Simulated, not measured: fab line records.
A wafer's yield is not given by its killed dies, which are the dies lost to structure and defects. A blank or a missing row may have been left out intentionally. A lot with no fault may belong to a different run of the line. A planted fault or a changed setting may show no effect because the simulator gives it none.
fab line records	flow sky130
[record] lots = 6	wafers = 18	lastDay = 50
route steps=708 shown POLY_GATE@219 PAD_OPEN@708
lots untouched by any fault: they come from a run of this same line in which no faults occurred
startH: hours from the record's opening day to when the first of the lot's shown wafers began	waitH: time in hours since the lot's previous step	" as in the row above	L1.1+2: a row that stands for several wafers	- value missing, or start not given	* or withheld: withheld	< > ~ a bound
route shown NAME@n: NAME is a module with steps in the file, n the number in the route of the first one	usual: average and standard deviation across the fault-free wafers	same: alike in all rows	chamber/n: place in a boat	sites: each site's reading	_std_site: the values' standard deviation	_edge_site: mean of outer sites minus mean of inner sites	radiusMm: how far each site lies from the wafer's centre	mask NAME#n: copy n	behind: the last tool/chamber to shape the wafer	hold: why the lot went on hold/how many hours it stayed there/how the hold came to an end	device: which transistor (n, p or np) failed to switch	end of line: at the end of the route, the tests of the same wafers	for a step that has no rows: nothing shown but its recipe	killed: not the wafer's yield, but the dies lost to structure and defects at the first sort	map: the dies of a wafer, with x for killed, . for not killed, _ for no die there
set.NAME: the setting as run; set.NAME@STEP: as run at that earlier step	model.NAME: the simulator's own value behind a step, which no gauge read
a table for each step, a row for each wafer; lots at some steps of the route
services: a tool's chamber out of use, with start hour (startH, from the record's first day; less than 0 if before it), hours out, and reason
[[steps]]
[step SKY_POLY_GATE_DEHYDRATE_05]
[recipe] tempC = 200	timeS = 60
[step SKY_POLY_GATE_HMDS_06]
[recipe] primeTimeS = 60	primeTempC = 120
[step SKY_POLY_GATE_COAT_07]
[recipe] resist = BARC	tempC = withheld	timeS = withheld	spinRpm = 3000	resistThkNm = 110
[step SKY_POLY_GATE_COAT_08]
[recipe] resist = KrF-thick	spinRpm = 3000	resistThkNm = 450
[step SKY_POLY_GATE_SOFTBAKE_09]
[recipe] tempC = 100	timeS = 90	resist = KrF-thick
[step SKY_POLY_GATE_EXPOSE_10]
[recipe] maskId = P1M	na = 0.68	sourceShape = conventional	sigmaOuter = 0.6	targetCdNm = 150	doseMj = 28
[step SKY_POLY_GATE_PEB_11]
[recipe] pebTempC = withheld	pebTimeS = withheld	resist = KrF-thick
[step SKY_POLY_GATE_DEVELOP_12]
[recipe] developTimeS = 60	resist = KrF-thick	devTempC = 21
[step SKY_POLY_GATE_CD_MEAS_13]
[recipe] targetCdNm = 150
[usual] cdNm = 149.9/1.1
lot.wafer	tool	chamber	startH	waitH	cdNm
L124.1	cdSem-01	-	380.58	-	149.8
L124.3	"	-	"	"	148.8
L124.4	"	-	"	"	149.0
L129.2	cdSem-01	-	422.50	-	151.9
L129.5	"	-	"	"	151.8
L129.6	"	-	"	"	150.4
L131.1	cdSem-02	-	444.08	-	148.4
L131.3	"	-	"	"	148.7
L131.4	"	-	"	"	148.6
L141.2	cdSem-01	-	534.50	-	150.4
L141.3	"	-	"	"	149.5
L141.5	"	-	"	"	150.7
L144.3	cdSem-02	-	572.07	-	150.8
L144.4	"	-	"	"	149.8
L144.5	"	-	"	"	149.1
L146.1	cdSem-01	-	592.48	-	148.1
L146.2	"	-	"	"	148.8
L146.4	"	-	"	"	149.6
[step SKY_POLY_GATE_OVL_MEAS_14]
[usual] POLY_GATE_OVL = -7/6.4
lot.wafer	tool	chamber	startH	waitH	POLY_GATE_OVL[nm]
L124.1	overlay-02	-	380.70	0.1	-7
L124.3	"	-	"	"	-1
L124.4	"	-	"	"	-2
L129.2	overlay-01	-	422.61	0.1	3
L129.5	"	-	"	"	-5
L129.6	"	-	"	"	1
L131.1	overlay-02	-	444.20	0.1	-11
L131.3	"	-	"	"	-9
L131.4	"	-	"	"	-18
L141.2	overlay-01	-	534.61	0.1	-5
L141.3	"	-	"	"	-10
L141.5	"	-	"	"	-15
L144.3	overlay-01	-	572.16	0.1	-1
L144.4	"	-	"	"	-5
L144.5	"	-	"	"	1
L146.1	overlay-02	-	592.60	0.1	0
L146.2	"	-	"	"	-19
L146.4	"	-	"	"	-15
[step SKY_POLY_GATE_ETCH_15]
[recipe] chemistry = N2/H2	target = BARC	ionEnergyEv = 200	sourceW = 500	biasW = 100	pressureMtorr = 30	n2FlowSccm = 100	h2FlowSccm = 200	stopOn = SiO2	timeS = 118.5	targetDepthA = 1100
[usual] drypumpMotorCurrentA = 5.9/0.36	oesProductAu = 0.716/0.0045	runLengthS = 146.7/0.39	throttleValvePct = 13.213/0.0085
[same] timeS = 118.5
lot.wafer	tool	chamber	startH	waitH	drypumpMotorCurrentA	oesProductAu	rfHoursCounterH	runLengthS	throttleValvePct
L124.1	rieDiel-04	0	380.74	0.0	5.7	0.726	60	146.5	13.216
L124.3	"	1	"	"	6.2	0.717	85	146.4	13.212
L124.4	"	1	"	"	6.2	0.712	-	146.8	13.204
L129.2	rieDiel-04	2	422.64	0.0	6.5	0.722	1	147.1	13.235
L129.5	"	2	"	"	6.5	0.721	-	147.4	13.203
L129.6	"	3	"	"	5.9	0.723	-	146.6	13.201
L131.1	rieDiel-01	3	444.24	0.0	5.1	0.722	66	146.5	13.201
L131.3	"	2	"	"	5.4	0.714	50	146.6	13.205
L131.4	"	1	"	"	5.6	0.716	5	147.0	13.208
L141.2	rieDiel-04	0	534.64	0.0	5.7	0.710	63	146.4	13.221
L141.3	"	2	"	"	6.5	0.707	3	147.0	13.221
L141.5	"	3	"	"	5.9	0.720	-	146.1	13.212
L144.3	rieDiel-01	3	572.18	0.0	5.1	0.715	68	146.2	13.215
L144.4	"	1	"	"	5.6	0.718	8	146.8	13.200
L144.5	"	1	"	"	5.6	0.714	-	146.8	13.211
L146.1	rieDiel-04	0	592.64	0.0	5.7	0.717	64	146.6	13.208
L146.2	"	2	"	"	6.5	0.714	4	147.2	13.214
L146.4	"	1	"	"	6.2	0.717	1	146.3	13.204
[step SKY_POLY_GATE_ETCH_16]
[recipe] stopOn = poly-Si	chemistry = CH3F/O2	target = Si3N4	sourceW = 400	biasW = 80	pressureMtorr = 25	ch3fFlowSccm = 40	O2_flow_sccm = 30	timeS = 147.5	targetDepthA = 750
[usual] drypumpMotorCurrentA = 5.8/0.36	oesProductAu = 0.641/0.0053	runLengthS = 175.8/0.42	throttleValvePct = 10.534/0.0084
[same] timeS = 147.5
lot.wafer	tool	chamber	startH	waitH	drypumpMotorCurrentA	oesProductAu	rfHoursCounterH	runLengthS	throttleValvePct
L124.1	rieDiel-04	0	380.82	0.0	5.7	0.635	60	175.6	10.543
L124.3	"	1	"	"	6.2	0.644	85	176.0	10.517
L124.4	"	1	"	"	6.2	0.633	-	175.5	10.555
L129.2	rieDiel-04	2	422.72	0.0	6.5	0.640	1	176.2	10.534
L129.5	"	2	"	"	6.4	0.643	-	176.0	10.525
L129.6	"	3	"	"	5.9	0.636	-	175.1	10.531
L131.1	rieDiel-01	3	444.32	0.0	5.1	0.641	66	175.7	10.524
L131.3	"	2	"	"	5.4	0.643	50	175.8	10.523
L131.4	"	1	"	"	5.6	0.638	5	175.8	10.537
L141.2	rieDiel-04	0	534.72	0.0	5.7	0.634	63	175.5	10.516
L141.3	"	2	"	"	6.4	0.641	3	177.0	10.518
L141.5	"	3	"	"	5.9	0.643	-	175.2	10.537
L144.3	rieDiel-01	3	572.27	0.0	5.1	0.638	69	175.7	10.537
L144.4	"	1	"	"	5.6	0.638	8	175.7	10.541
L144.5	"	1	"	"	5.6	0.642	-	175.6	10.537
L146.1	rieDiel-04	0	592.72	0.0	5.7	0.641	64	175.8	10.546
L146.2	"	2	"	"	6.5	0.651	4	176.1	10.543
L146.4	"	1	"	"	6.2	0.639	1	175.4	10.526
[step SKY_POLY_GATE_ETCH_17]
[recipe] targetDepthNm = 180	stopOn = SiO2	overEtchFrac = 0.56667	chemistry = HBr/Cl2	target = poly-Si	icpW = 400	biasW = 100	pressureMtorr = 10	HBr_flow_sccm = 150	Cl2_flow_sccm = 50	timeS = 70.5
[usual] drypumpMotorCurrentA = 5.8/0.33	mfcCl2Sccm = 49.98/0.15	oesProductAu = 0.981/0.0063	runLengthS = 98.9/0.46	throttleValvePct = 33.686/0.0091
lot.wafer	tool	chamber	startH	waitH	drypumpMotorCurrentA	mfcCl2Sccm	oesProductAu	rfHoursCounterH	runLengthS	throttleValvePct	model.etch.depthNm	model.POLY_GATE.featureDepthNm	model.KrF-thick_of_POLY_GATE_COAT_08.thkNm
L124.1	rieSi-02	3	380.92	0.0	5.9	50.13	0.992	60	98.6	33.690	179.3	179.3	136
L124.3	"	2	"	"	6.2	49.88	0.991	61	98.1	33.695	179.2	179.2	136.2
L124.4	"	1	"	"	5.8	50.13	0.979	1	99.1	33.690	176.7	176.7	139.3
L129.2	rieSi-01	1	422.82	0.0	6.4	49.94	0.987	1	82.4	33.684	137.4	137.4	160.8
L129.5	"	0	"	"	5.5	49.96	1.009	-	83.4	33.658	139.4	139.4	158.3
L129.6	"	3	"	"	5.4	49.89	1.006	-	82.8	33.681	139.2	139.2	158.3
L131.1	rieSi-01	0	444.42	0.0	5.5	49.83	0.989	7	83.0	33.684	137.1	137.1	156.8
L131.3	"	1	"	"	6.4	50.06	0.991	1	82.4	33.699	137.3	137.3	161.7
L131.4	"	0	"	"	5.5	49.67	0.987	-	83.5	33.690	136.9	136.9	161.7
L141.2	rieSi-02	3	534.82	0.0	5.9	49.90	0.982	0	98.4	33.703	178.2	178.2	134.8
L141.3	"	2	"	"	6.2	49.83	0.974	0	98.3	33.697	177.6	177.6	137.2
L141.5	"	3	"	"	5.9	49.91	0.983	-	99.1	33.669	177.7	177.7	135.2
L144.3	rieSi-01	1	572.36	0.0	6.4	49.92	0.981	1	98.9	33.685	178.3	178.3	138.4
L144.4	"	3	"	"	5.4	49.84	0.984	0	99.4	33.700	178.4	178.4	137.2
L144.5	"	2	"	"	5.6	50.13	0.980	-	98.7	33.706	178	178	140
L146.1	rieSi-01	3	592.82	0.0	5.4	49.69	0.981	0	99.1	33.694	177.9	177.9	131.6
L146.2	"	0	"	"	5.5	49.68	0.987	8	99.0	33.676	178.3	178.3	135.9
L146.4	"	1	"	"	6.4	49.78	0.981	1	98.5	33.686	177	177	138.5
[step SKY_POLY_GATE_STRIP_18]
[recipe] chemistry = O2/N2	powerW = 1400	pressureMtorr = 1500	platenTempC = withheld	o2FlowSccm = 3000	n2FlowSccm = 300	overashFraction = 0.5
[usual] drypumpMotorCurrentA = 5.5/0.5	oesProductAu = 0.360/0.0047	stripTimeToEndpointS = 3.14/0.032
lot.wafer	tool	chamber	startH	waitH	drypumpMotorCurrentA	oesProductAu	rfHoursCounterH	stripTimeToEndpointS
L124.1	plasmaAsher-01	0	380.97	0.0	6.3	0.365	68	3.13
L124.3	"	0	"	"	6.4	0.360	-	3.12
L124.4	"	1	"	"	5.7	0.360	-	3.16
L129.2	plasmaAsher-02	0	422.87	0.0	5.0	0.370	30	3.39
L129.5	"	0	"	"	5.0	0.371	-	3.35
L129.6	"	1	"	"	6.1	0.364	-	3.39
L131.1	plasmaAsher-04	1	444.47	0.0	5.2	0.374	64	3.36
L131.3	"	1	"	"	5.2	0.373	-	3.40
L131.4	"	0	"	"	5.0	0.375	-	3.39
L141.2	plasmaAsher-02	1	534.87	0.0	6.1	0.360	41	3.12
L141.3	"	0	"	"	5.0	0.361	-	3.13
L141.5	"	1	"	"	6.1	0.367	-	3.13
L144.3	plasmaAsher-04	0	572.45	0.1	5.0	0.360	-	3.14
L144.4	"	1	"	"	5.2	0.365	-	3.14
L144.5	"	1	"	"	5.2	0.367	-	3.15
L146.1	plasmaAsher-04	1	592.87	0.0	5.2	0.351	79	3.07
L146.2	"	0	"	"	5.0	0.354	79	3.11
L146.4	"	0	"	"	5.0	0.361	-	3.15
[step SKY_POLY_GATE_CLEAN_19]
[recipe] chemistry = SC1/SC2	mix = 1:4:20	tempC = 70	timeS = 150	dry = n2Spin
[step SKY_PAD_OPEN_PROBE_99]
[usual] killed_at_M0_to_M3 = 45/6.8	killed_at_M4_up = 3.1/2	killedAtContacts = 23/5.2	killedAtFrontEnd = 14/3.7	killedAtOther = 0.3/0.61	killedDies = 86/9	killedOpen = 46/6.9	killedShort = 39/6.4
[same] grossDies = 492	killedAtBackSide = 0
lot.wafer	tool	chamber	startH	waitH	killed_at_M0_to_M3	killed_at_M4_up	killedAtContacts	killedAtFrontEnd	killedAtOther	killedDies	killedOpen	killedShort	model.etest.tipSonos.rsOhmSq	model.etest.tipN.rsOhmSq	model.etest.polyComb.leakLog10AUm
L124.1	prober-02	-	1086.83	0.1	42	7	22	15	1	87	46	41	2657	440.9	-12.57
L124.3	prober-02	-	1086.93	0.2	45	1	27	14	0	87	48	39	2630	439.5	-12.43
L124.4	prober-02	-	1086.98	0.2	40	3	23	11	0	77	45	32	2674	440.4	-12.39
L129.2	prober-01	-	1109.80	0.1	44	1	20	17	1	83	40	43	2992	459.1	-8.032
L129.5	prober-01	-	1109.95	0.2	56	5	14	12	0	87	41	46	2998	462.8	-9.033
L129.6	prober-01	-	1110.00	0.2	46	1	17	16	0	80	33	47	2982	461.7	-9.482
L131.1	prober-01	-	1120.81	0.1	44	1	18	13	0	76	51	25	3016	451.9	-7.614
L131.3	prober-01	-	1120.91	0.2	40	1	23	17	0	81	38	43	2937	449.3	-7.896
L131.4	prober-01	-	1120.96	0.2	42	1	26	15	2	86	44	42	2959	446.7	-7.375
L141.2	prober-01	-	1175.86	0.1	47	5	23	13	0	88	58	29	2704	448.9	-12.61
L141.3	prober-01	-	1175.91	0.2	41	3	31	13	0	88	48	40	2687	447	-12.54
L141.5	prober-01	-	1176.01	0.2	34	2	25	12	0	73	37	36	2678	442.7	-12.42
L144.3	prober-01	-	1199.77	0.2	43	4	21	13	1	82	36	46	2631	442.1	-12.48
L144.4	prober-01	-	1199.82	0.2	44	2	22	16	0	84	44	40	2591	441.3	-12.32
L144.5	prober-01	-	1199.87	0.2	38	5	14	9	0	66	36	30	2649	443	-12.37
L146.1	prober-02	-	1209.11	0.1	41	5	21	12	1	80	44	36	2660	445.6	-12.65
L146.2	prober-02	-	1209.16	0.1	45	4	27	13	0	89	57	31	2723	442.4	-12.58
L146.4	prober-02	-	1209.26	0.2	57	4	25	16	0	102	49	52	2750	442.1	-12.57
// killed by level:class
L124.1 VIA1:geometricParticle:open=9 CONTACT:geometricParticle:open=7 METAL2:geometricParticle:short=7 VIA2:geometricParticle:open=6 POLY_GATE:geometricParticle:short=5 LI_CONTACT:geometricParticle:open=5 VIA3:geometricParticle:open=5 VIA1:geometricParticle:short=5
L124.3 VIA1:geometricParticle:open=14 CONTACT:geometricParticle:open=8 VIA1:geometricParticle:short=7 VIA3:geometricParticle:open=7 METAL1:geometricParticle:short=6 LI_CONTACT:geometricParticle:open=5 POLY_GATE:geometricParticle:short=4 LI_CONTACT:geometricParticle:short=4
L124.4 VIA1:geometricParticle:open=11 LI_CONTACT:geometricParticle:open=10 CONTACT:geometricParticle:open=6 METAL1:geometricParticle:short=6 VIA3:geometricParticle:open=6 CONTACT:geometricParticle:short=4 POLY_GATE:geometricParticle:open=3 METAL4:geometricParticle:short=3
L129.2 METAL2:geometricParticle:short=8 CONTACT:geometricParticle:open=7 VIA3:geometricParticle:open=7 VIA1:geometricParticle:open=6 FIELD_ISO:geometricParticle:short=5 LOCAL_INTERCONNECT:geometricParticle:short=5 LI_CONTACT:geometricParticle:short=4 METAL1:geometricParticle:short=4
L129.5 VIA1:geometricParticle:open=11 METAL2:geometricParticle:short=8 VIA1:geometricParticle:short=7 METAL1:geometricParticle:short=7 VIA3:geometricParticle:open=6 VIA2:geometricParticle:open=5 POLY_GATE:geometricParticle:open=4 METAL4:geometricParticle:short=4
L129.6 METAL1:geometricParticle:short=8 LI_CONTACT:geometricParticle:open=6 METAL2:geometricParticle:short=6 METAL3:geometricParticle:short=6 VIA2:geometricParticle:open=5 FIELD_ISO:geometricParticle:short=4 FIELD_ISO:geometricParticle:open=4 POLY_GATE:geometricParticle:open=4
L131.1 VIA1:geometricParticle:open=13 VIA2:geometricParticle:open=9 CONTACT:geometricParticle:open=6 VIA3:geometricParticle:open=5 FIELD_ISO:geometricParticle:open=4 LI_CONTACT:geometricParticle:open=4 VIA2:geometricParticle:short=4 FIELD_ISO:geometricParticle:short=3
L131.3 VIA1:geometricParticle:open=7 POLY_GATE:geometricParticle:short=6 LI_CONTACT:geometricParticle:open=6 CONTACT:geometricParticle:open=6 METAL1:geometricParticle:short=6 METAL2:geometricParticle:short=6 VIA2:geometricParticle:open=6 FIELD_ISO:geometricParticle:short=4
L131.4 CONTACT:geometricParticle:open=13 VIA1:geometricParticle:open=7 FIELD_ISO:geometricParticle:short=6 VIA2:geometricParticle:open=6 VIA1:geometricParticle:short=6 VIA3:geometricParticle:open=6 LOCAL_INTERCONNECT:geometricParticle:short=5 METAL2:geometricParticle:short=5
L141.2 VIA1:geometricParticle:open=13 CONTACT:geometricParticle:open=11 VIA3:geometricParticle:open=8 LI_CONTACT:geometricParticle:open=6 VIA2:geometricParticle:open=5 POLY_GATE:geometricParticle:open=4 VIA1:geometricParticle:short=4 METAL2:geometricParticle:short=4
L141.3 VIA1:geometricParticle:open=11 CONTACT:geometricParticle:open=8 LI_CONTACT:geometricParticle:open=6 CONTACT:geometricParticle:short=6 POLY_GATE:geometricParticle:open=5 LI_CONTACT:geometricParticle:short=5 LOCAL_INTERCONNECT:geometricParticle:short=5 VIA3:geometricParticle:open=5
L141.5 CONTACT:geometricParticle:open=10 VIA1:geometricParticle:open=8 CONTACT:geometricParticle:short=7 METAL1:geometricParticle:short=5 VIA1:geometricParticle:short=5 VIA2:geometricParticle:open=5 LOCAL_INTERCONNECT:geometricParticle:short=4 VIA3:geometricParticle:short=4
L144.3 LI_CONTACT:geometricParticle:open=12 VIA1:geometricParticle:open=8 VIA1:geometricParticle:short=7 FIELD_ISO:geometricParticle:short=4 POLY_GATE:geometricParticle:short=4 METAL1:geometricParticle:short=4 METAL1:geometricParticle:open=4 VIA3:geometricParticle:short=4
L144.4 VIA1:geometricParticle:open=12 VIA2:geometricParticle:open=8 VIA1:geometricParticle:short=7 LI_CONTACT:geometricParticle:open=6 CONTACT:geometricParticle:open=6 METAL1:geometricParticle:short=6 FIELD_ISO:geometricParticle:short=4 LOCAL_INTERCONNECT:geometricParticle:short=4
L144.5 VIA1:geometricParticle:open=7 VIA3:geometricParticle:open=6 VIA1:geometricParticle:short=6 VIA2:geometricParticle:open=6 METAL4:geometricParticle:short=4 FIELD_ISO:geometricParticle:open=4 LI_CONTACT:geometricParticle:open=4 CONTACT:geometricParticle:open=4
L146.1 LI_CONTACT:geometricParticle:open=12 VIA3:geometricParticle:open=10 VIA2:geometricParticle:short=7 VIA1:geometricParticle:open=7 VIA3:geometricParticle:short=5 CONTACT:geometricParticle:open=4 METAL2:geometricParticle:short=4 FIELD_ISO:geometricParticle:open=3
L146.2 VIA3:geometricParticle:open=12 CONTACT:geometricParticle:open=11 VIA1:geometricParticle:open=11 FIELD_ISO:geometricParticle:open=6 LI_CONTACT:geometricParticle:open=6 LOCAL_INTERCONNECT:geometricParticle:short=5 VIA1:geometricParticle:short=5 VIA2:geometricParticle:open=5
L146.4 METAL2:geometricParticle:short=11 VIA1:geometricParticle:open=10 VIA2:geometricParticle:open=9 CONTACT:geometricParticle:open=8 VIA3:geometricParticle:open=7 FIELD_ISO:geometricParticle:short=5 LI_CONTACT:geometricParticle:open=5 LI_CONTACT:geometricParticle:short=5
[[services]]
tool	chamber	startH	hours	kind
rieDiel-04	2	364.53	-	clean
rieDiel-04	2	364.53	26.1	scheduledDown
rieDiel-04	2	364.53	26.1	ventCycle
rieSi-02	3	365.40	6.4	repair
rieDiel-01	-	394.28	14.6	pm
rieDiel-04	-	408.14	2.8	pm
rieSi-01	-	420.97	0.2	repair
plasmaAsher-01	-	421.25	9.0	pm
rieSi-01	1	448.64	4.5	repair
rieDiel-01	2	457.86	2.3	repair
rieSi-01	1	467.24	1.5	repair
rieDiel-01	0	494.47	5.9	repair
rieDiel-04	0	505.82	11.5	repair
plasmaAsher-02	-	514.41	2.8	pm
rieDiel-04	1	520.47	-	clean
rieDiel-01	1	526.91	9.2	repair
rieSi-02	-	531.63	2.8	pm
plasmaAsher-04	-	537.89	0.5	repair
rieDiel-01	-	540.42	1.9	repair
rieDiel-04	2	543.76	16.2	repair
plasmaAsher-01	-	545.91	7.1	repair
plasmaAsher-04	-	578.99	1.3	repair
plasmaAsher-02	-	581.25	0.8	repair
plasmaAsher-02	-	589.04	14.1	repair
[[key]]
[firstSign] step = SKY_POLY_GATE_ETCH_17	reading = runLengthS	direction = down	sigmas = 34	usual = *	struck = *
[effect] step = SKY_POLY_GATE_ETCH_17	reading = oesProductAu	direction = up	sigmas = 2.2	usual = 0.981	struck = 0.995	wafersMoved = 2
[effect] step = SKY_POLY_GATE_STRIP_18	reading = stripTimeToEndpointS	direction = up	sigmas = 7.5	usual = *	struck = *
[modelEffect] step = SKY_POLY_GATE_ETCH_17	value = etch.depthNm	without = 178.3	struck = 137.9
[modelEffect] step = SKY_PAD_OPEN_PROBE_99	value = etest.tipSonos.rsOhmSq	without = 2769	struck = 2981
metAt SKY_POLY_GATE_ETCH_17
struckWafers L129.2,L129.5,L129.6,L131.1,L131.3,L131.4
testerLeftOut L129,L131
[fault] kind = processParameterDrift	tool = rieSi-01	chamber = -	onsetH = 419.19	steps = SKY_POLY_GATE_ETCH_17	channel = timeS	offset = *	shape = step	endH = 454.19	actsIn = *	stated = *
// testerLeftOut: of these lots the tester's yield and bins aren't shown, on N5 and GAA mostly nor the transistor test; their killed dies are dies lost to structure and defects alone, not to doping, threshold or leakage, so they don't give the yield
